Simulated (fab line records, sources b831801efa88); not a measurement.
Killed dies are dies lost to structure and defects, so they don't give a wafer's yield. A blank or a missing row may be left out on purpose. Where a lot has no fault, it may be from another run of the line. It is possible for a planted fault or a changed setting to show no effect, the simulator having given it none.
Struck lot and sound lot, side by side / flow sfqLine / 42 steps out of a route of 325
Sound: wafers L368.1, L368.2, L368.3. Struck: wafer L370.1 (left out: L370.2, a lot-mate that was not struck); the cause follows at the end.
Each step with rows lists, per side, the tool, then ch with its chambers, then its first start. Under that, the readings that differ: sound wafers / struck wafers / difference of the means / sigmas: that difference in standard deviations of wafers without a fault.
alike: words and numbers the same on both sides, and readings whose means are apart by under 2 such deviations; not compared: readings that were withheld, readings missing a value for some wafer, numbers with overlapping values and no deviation given by the record, and bounds like >300 which may hide the same value.
Wherever a step has rows on one side only, a row that says differs or no value, or a row with sigmas, the two part there. When numbers do not overlap yet have no deviation, they are printed without sigmas and do not part them. A reading missing from all wafers of one side parts the sides only when that side holds two or more wafers.

first, 6 steps without rows for these wafers: SFQ_TRILAYER_M4_LITHO_COAT_098 (resist thk 62 nm); SFQ_TRILAYER_M4_LITHO_COAT_093 (resist thk 600 nm); SFQ_TRILAYER_M4_LITHO_SOFTBAKE_097; SFQ_TRILAYER_M4_LITHO_EXPOSE_094 (exposes mask M4, target cd 500 nm); SFQ_TRILAYER_M4_LITHO_PEB_096 (peb time 60 s); SFQ_TRILAYER_M4_LITHO_DEVELOP_095 (time 60 s).
SFQ_M4_OVL_MEAS_926:
  struck on overlay-01, day 59 05:41; sound on overlay-01, day 56 22:42
  alike: M4_OVL
SFQ_TRILAYER_M4_BARC_OPEN_METAL_ETCH_123: etches BARC in O2, target depth 125 nm, time 41.7 s.
  sound on rieMetal-02 ch 0, day 56 22:44; struck on rieMetal-04 ch 0, day 59 05:44
reading=oesProductAu (a.u.); sound=0.671 0.682 0.678; struck=0.687; difference=+0.010; sigmas=+2
  alike: drypumpMotorCurrentA
  not compared: rfHoursCounterH
SFQ_TRILAYER_M4_ETCH_METAL_ETCH_096: etches Nb in Cl2/Ar, stops on SiO2, target depth 240 nm, time 120 s.
  sound on rieMetal-02 ch 0, day 56 22:51; struck on rieMetal-04 ch 0, day 59 05:47
  alike: drypumpMotorCurrentA, oesProductAu
  not compared: rfHoursCounterH
SFQ_TRILAYER_M4_STRIP_STRIP_097: strips in O2.
  sound on rieMetal-02 ch 0, day 56 23:06; struck on rieMetal-04 ch 0, day 59 05:55
  alike: drypumpMotorCurrentA, oesProductAu
  not compared: rfHoursCounterH
then, 1 step without rows for these wafers: SFQ_TRILAYER_M4_STRIP_SOLV_CLEAN_098 (cleans in NMP, time 600 s).
SFQ_TRILAYER_I4_DEP_PECVD_099: deposits SiO2 from SiH4/N2O, time 111.11 s, target thk 500 nm.
  sound on pecvd-01 ch 0,1,2, day 57 00:29; struck on pecvd-01 ch 1, day 59 06:41
reading=chamberPressureTorr (Torr); sound=2.411 2.404 2.403; struck=2.390; difference=-0.016; sigmas=-3
  alike: heaterPowerW, showerheadVppV, throttleValvePct
SFQ_TRILAYER_I4_CMP_CMP_100: polishes SiO2.
  sound on cmp-02 ch 0,1,3, day 57 00:33; struck on cmp-02 ch 0, day 59 10:11
reading=model.SiO2_of_TRILAYER_I4_DEP_PECVD_099.thkNm (nm); sound=198.5 200.8 200.3; struck=181.3; difference=-18.6; sigmas=
  alike: motorCurrentA, retainingRingPressureFrac, timeToEndpointS
SFQ_I4_BOW_MEAS_927:
  struck on filmMetro-02, day 59 12:41; sound on filmMetro-04, day 57 03:33
  alike: I4_BOW
SFQ_TRILAYER_I4_METRO_MEASURE_101:
  struck on filmMetro-02, day 59 12:49; sound on filmMetro-04, day 57 03:40
reading=thkNm (nm); sound=198.4 200.9 200.2; struck=181.2; difference=-18.6; sigmas=-17
then, 6 steps without rows for these wafers: SFQ_TRILAYER_I4_VIA_LITHO_COAT_108 (resist thk 62 nm); SFQ_TRILAYER_I4_VIA_LITHO_COAT_103 (resist thk 650 nm); SFQ_TRILAYER_I4_VIA_LITHO_SOFTBAKE_107; SFQ_TRILAYER_I4_VIA_LITHO_EXPOSE_104 (exposes mask I4, target cd 700 nm); SFQ_TRILAYER_I4_VIA_LITHO_PEB_106 (peb time 60 s); SFQ_TRILAYER_I4_VIA_LITHO_DEVELOP_105 (time 60 s).
-- the record jumps here: 4 days lie between the struck wafers' starts before and after --
SFQ_I4_OVL_MEAS_928:
  struck on overlay-02, day 64 00:04; sound on overlay-01, day 61 23:49
  alike: I4_OVL
then, 1 step without rows for these wafers: SFQ_TRILAYER_I4_VIA_BARC_OPEN_VIA_ETCH_146 (etches BARC in O2, target depth 125 nm, time 41.7 s).
SFQ_TRILAYER_I4_VIA_ETCH_VIA_ETCH_106: etches SiO2 in CHF3, stops on Nb, target depth 260 nm.
  sound on rieDiel-03 ch 1,2,3, day 61 23:53; struck on rieDiel-04 ch 3, day 64 00:08
reading=oesProductAu (a.u.); sound=0.847 0.859 0.852; struck=0.810; difference=-0.043; sigmas=-8
reading=model.etch.depthNm (nm); sound=198.5 200.8 200.3; struck=181.3; difference=-18.6; sigmas=
reading=model.I4.featureDepthNm (nm); sound=198.5 200.8 200.3; struck=181.3; difference=-18.6; sigmas=
  alike: drypumpMotorCurrentA
then, 3 steps without rows for these wafers: SFQ_TRILAYER_I4_VIA_STRIP_STRIP_107 (strips in O2); SFQ_TRILAYER_I4_VIA_STRIP_SOLV_CLEAN_108 (cleans in NMP, time 600 s); SFQ_TRILAYER_JJ_TRILAYER_DEP_PRE_CLEAN_113 (time 22.5 s).
SFQ_TRILAYER_JJ_TRILAYER_DEP_SPUTTER_109: material Nb, target thk 150 nm, time 100 s.
  struck on pvdSputter-05, day 64 01:04; sound on pvdSputter-04, day 62 00:49
  alike: throttleValvePct
then, 3 steps without rows for these wafers: SFQ_TRILAYER_JJ_TRILAYER_DEP_SPUTTER_110 (material Al, target thk 8 nm, time 10 s); SFQ_TRILAYER_JJ_TRILAYER_DEP_AL_OXIDATION_111 (oxidation time 600 s); SFQ_TRILAYER_JJ_TRILAYER_DEP_SPUTTER_112 (material Nb, target thk 170 nm, time 113.3 s).
SFQ_JJ_RS_MEAS_929: the measuring method here is four-point-probe.
  struck on filmMetro-04, day 64 02:14; sound on filmMetro-03, day 62 01:59
  alike: JJ_NB_RS
then, 6 steps without rows for these wafers: SFQ_TRILAYER_JJ_CE_LITHO_COAT_119 (resist thk 62 nm); SFQ_TRILAYER_JJ_CE_LITHO_COAT_114 (resist thk 600 nm); SFQ_TRILAYER_JJ_CE_LITHO_SOFTBAKE_118; SFQ_TRILAYER_JJ_CE_LITHO_EXPOSE_115 (exposes mask J5, target cd 700 nm); SFQ_TRILAYER_JJ_CE_LITHO_PEB_117 (peb time 60 s); SFQ_TRILAYER_JJ_CE_LITHO_DEVELOP_116 (time 60 s).
-- the record jumps here: 4 days lie between the struck wafers' starts before and after --
SFQ_JJ_OVL_MEAS_931:
  struck on overlay-01, day 68 13:46; sound on overlay-01, day 66 01:23
  alike: J5_OVL
then, 2 steps without rows for these wafers: SFQ_TRILAYER_JJ_CE_METRO_MEASURE_117; SFQ_TRILAYER_JJ_CE_BARC_OPEN_RIE_150 (chemistry O2, target BARC, target depth 240 nm, time 80 s).
-- the record jumps here: 4 days lie between the struck wafers' starts before and after --
SFQ_TRILAYER_M5_ETCH_METAL_ETCH_126: etches Nb in Cl2/BCl3, stops on SiO2, time 203.2 s, target depth 265 nm.
  sound on rieMetal-02 ch 0,1, day 70 20:25; struck on rieMetal-02 ch 1, day 72 21:52
reading=drypumpMotorCurrentA (A); sound=5.3 6.4 5.3; struck=6.5; difference=+0.8; sigmas=+2
reading=model.SiO2_of_TRILAYER_I4_DEP_PECVD_099.thkNm (nm); sound=178.7 181.1 180.5; struck=161.6; difference=-18.5; sigmas=
  alike: oesProductAu
  not compared: rfHoursCounterH

## WHERE THEY PART
Last at SFQ_TRILAYER_M5_ETCH_METAL_ETCH_126 as far as this record goes, first at SFQ_TRILAYER_M4_BARC_OPEN_METAL_ETCH_123.

WHY: what had been put in by the simulator
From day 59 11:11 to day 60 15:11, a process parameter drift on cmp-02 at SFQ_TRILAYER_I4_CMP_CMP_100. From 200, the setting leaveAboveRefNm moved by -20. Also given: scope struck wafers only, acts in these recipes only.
